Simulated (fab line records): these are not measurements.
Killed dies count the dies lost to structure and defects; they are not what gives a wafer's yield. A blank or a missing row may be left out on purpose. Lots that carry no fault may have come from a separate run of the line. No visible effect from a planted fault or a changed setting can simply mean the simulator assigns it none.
The tool behind it: which one? | flow sky130 | 11 lots with 33 wafers sampled at 2 steps, on a route of 708 steps

== WHAT THE GAUGES READ, wafer by wafer ==
SKY_LOCAL_INTERCONNECT_RS_MEAS_01: a four-point-probe measurement.
lot  | measured     | on            | LOCAL_INTERCONNECT_TIN_RS (ohm/sq)
L931 | day 29 08:20 | film metro-02 | 14.35 14.19 13.92
L932 | day 29 17:20 | film metro-02 | 14.37 14.16 14.12
L933 | day 30 06:39 | film metro-01 | 14.16 13.79 13.72
L936 | day 31 18:02 | film metro-02 | 13.99 13.80 14.08
L938 | day 32 15:08 | film metro-02 | 14.43 14.06 14.17
L944 | day 34 06:19 | film metro-04 | 14.21 14.31 14.41
L946 | day 34 15:31 | film metro-01 | 11.07 14.09 14.11
L947 | day 34 20:07 | film metro-02 | 13.97 14.31 11.12
L950 | day 35 19:42 | film metro-04 | 13.82 14.08 14.04
L953 | day 37 04:05 | film metro-02 | 14.17 14.22 14.25
L952 | day 37 04:21 | film metro-01 | 14.48 14.44 14.69

== WHAT TOOL EACH LOT RAN ON (gives the tool, then ch and the chambers of the sampled wafers, and finally the start) ==
lot  | SKY_LOCAL_INTERCONNECT_SPUTTER_00
L931 | pvd sputter-04, day 29 08:14
L932 | pvd sputter-04, day 29 17:16
L933 | pvd sputter-01, day 30 06:34
L936 | pvd sputter-04, day 31 17:58
L938 | pvd sputter-01, day 32 15:02
L944 | pvd sputter-04, day 34 06:14
L946 | pvd sputter-04, day 34 15:28
L947 | pvd sputter-04, day 34 20:04
L950 | pvd sputter-02, day 35 19:38
L953 | pvd sputter-02, day 37 03:59
L952 | pvd sputter-01, day 37 04:17
- SKY_LOCAL_INTERCONNECT_SPUTTER_00: material TiN, target thk 100 nm, time 83.3 s.

== THE ANSWER, worked out from the rows above alone ==
Rule: usual is defined by the lots themselves. Put in order of their means at a reading, lots are off if they are a third of the lots or fewer, leave a main group of 4 or more, and stand apart from it by a gap of 3 or more times the standard deviation of the main group's means; of several such gaps the widest counts. If all means in a main group match to the digits the tables above print for the reading, that group is not used. Also off: a lot with no number at a reading for which 4 or more lots have one. Any other lot the step has rows for is counted as sound.
Off: at SKY_LOCAL_INTERCONNECT_RS_MEAS_01 (LOCAL_INTERCONNECT_TIN_RS), L946, L947. Mean 14.16 ohm/sq and standard deviation 0.19 in the main group.
If a tool, at a process step before that reading, ran all the lots that are off and no sound lot after the first of them, it fits. Those tools and the gauges at SKY_LOCAL_INTERCONNECT_RS_MEAS_01 are tried in the same way. One candidate fits, namely pvd sputter-04 at SKY_LOCAL_INTERCONNECT_SPUTTER_00. A fault onset in the window from L944 (day 34 06:14, its last sound lot) to L946 (day 34 15:28, its first lot off) fits.

== WHAT HAD BEEN PUT IN BY THE SIMULATOR ==
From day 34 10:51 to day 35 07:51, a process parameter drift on pvd sputter-04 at SKY_LOCAL_INTERCONNECT_SPUTTER_00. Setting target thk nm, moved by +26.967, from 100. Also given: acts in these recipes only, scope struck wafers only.
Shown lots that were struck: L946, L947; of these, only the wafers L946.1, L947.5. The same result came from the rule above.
